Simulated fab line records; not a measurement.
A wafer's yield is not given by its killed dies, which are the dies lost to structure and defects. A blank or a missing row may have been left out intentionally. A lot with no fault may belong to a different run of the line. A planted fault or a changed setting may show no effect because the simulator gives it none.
A struck lot beside a sound one | flow gf180mcu | 16 out of 602 route steps
Sound: these wafers, L558.1, L558.4, L558.5. Wafers L561.1, L561.2, L561.5 were the ones struck. Last of all comes the cause.
For every step that has rows: the tool of each side, followed by ch and its chambers, followed by its first start. Under that, the readings that differ: sound wafers | struck wafers | difference of the means | sigmas: that difference in standard deviations of wafers without a fault.
alike: same words and numbers on both sides, and readings whose means sit less than 2 such deviations apart. not compared: any withheld reading, any reading some wafer has no value for, any bound like >300 that may hide the same value, and any number with overlapping values for which the record gives no deviation.
Wherever a step has rows on one side only, a row that says differs or no value, or a row with sigmas, the two part there. When numbers do not overlap yet have no deviation, they are printed without sigmas and do not part them. A reading that every wafer of one side lacks parts them only if that side has two wafers or more.

GF_POLY_GATE_ETCH_13: etches poly-Si in HBr/Cl2, stops on SiO2, target depth 198.5 nm, time 69.6 s.
  sound on rieSi-01 ch 2,3, day 10 02:02; struck on rieSi-02 ch 0,2,3, day 10 23:14
  alike: drypumpMotorCurrentA, oesProductAu, throttleValvePct
  not compared: rfHoursCounterH
GF_POLY_GATE_STRIP_14: strips in O2/N2.
  sound on plasmaAsher-01 ch 0,1, day 10 02:05; struck on plasmaAsher-01 ch 0,1, day 10 23:17
  alike: drypumpMotorCurrentA, heaterPowerW, o2FlowSccm, oesProductAu
  not compared: rfHoursCounterH
then, 2 steps without rows for these wafers: GF_POLY_GATE_CLEAN_15 (cleans in SC1/SC2, time 150 s); GF_POLY_GATE_OXIDATION_16 (stabilise 600 s, purge 300 s, target thk 4 nm).
GF_POLY_GATE_THK_MEAS_17:
  sound on filmMetro-02, day 10 03:29; struck on filmMetro-02, day 11 01:56
  alike: POLY_GATE_OXIDATION_THK
GF_POLY_GATE_CD_MEAS_18:
  sound on cdSem-01, day 10 03:33; struck on cdSem-02, day 11 02:00
  alike: cdNm
then, 6 steps without rows for these wafers: GF_HV_LDD_DEHYDRATE_00 (time 60 s); GF_HV_LDD_HMDS_01 (prime time 60 s); GF_HV_LDD_COAT_02 (resist thk 1000 nm); GF_HV_LDD_SOFTBAKE_03 (time 60 s); GF_HV_LDD_EXPOSE_04 (exposes mask Nplus LV AREA, target cd 400 nm); GF_HV_LDD_PEB_05.
GF_HV_LDD_DEVELOP_06: develop time 60 s.
  sound on lithoTrack-02 ch 0, day 10 21:11; struck on lithoTrack-02 ch 0, day 11 20:44
  alike: developerTempC
GF_HV_LDD_CD_MEAS_07: the cd target is 400 nm.
  sound on cdSem-02, day 10 21:20; struck on cdSem-02, day 11 20:53
reading   | sound             | struck            | difference | sigmas
cdNm (nm) | 394.9 396.5 393.8 | 425.6 424.1 425.6 | +30.0      | +13
GF_HV_LDD_OVL_MEAS_08:
  sound on overlay-02, day 10 21:28; struck on overlay-01, day 11 21:01
  alike: HV_LDD_OVL
GF_PASSIVATION_PROBE_99:
  the record has rows for the sound wafers here (prober-02, day 30 01:08) and none for the struck ones

## WHERE THEY PART
At GF_HV_LDD_CD_MEAS_07 first; at GF_PASSIVATION_PROBE_99 last (within this record only).

WHY: the cause the simulator had injected
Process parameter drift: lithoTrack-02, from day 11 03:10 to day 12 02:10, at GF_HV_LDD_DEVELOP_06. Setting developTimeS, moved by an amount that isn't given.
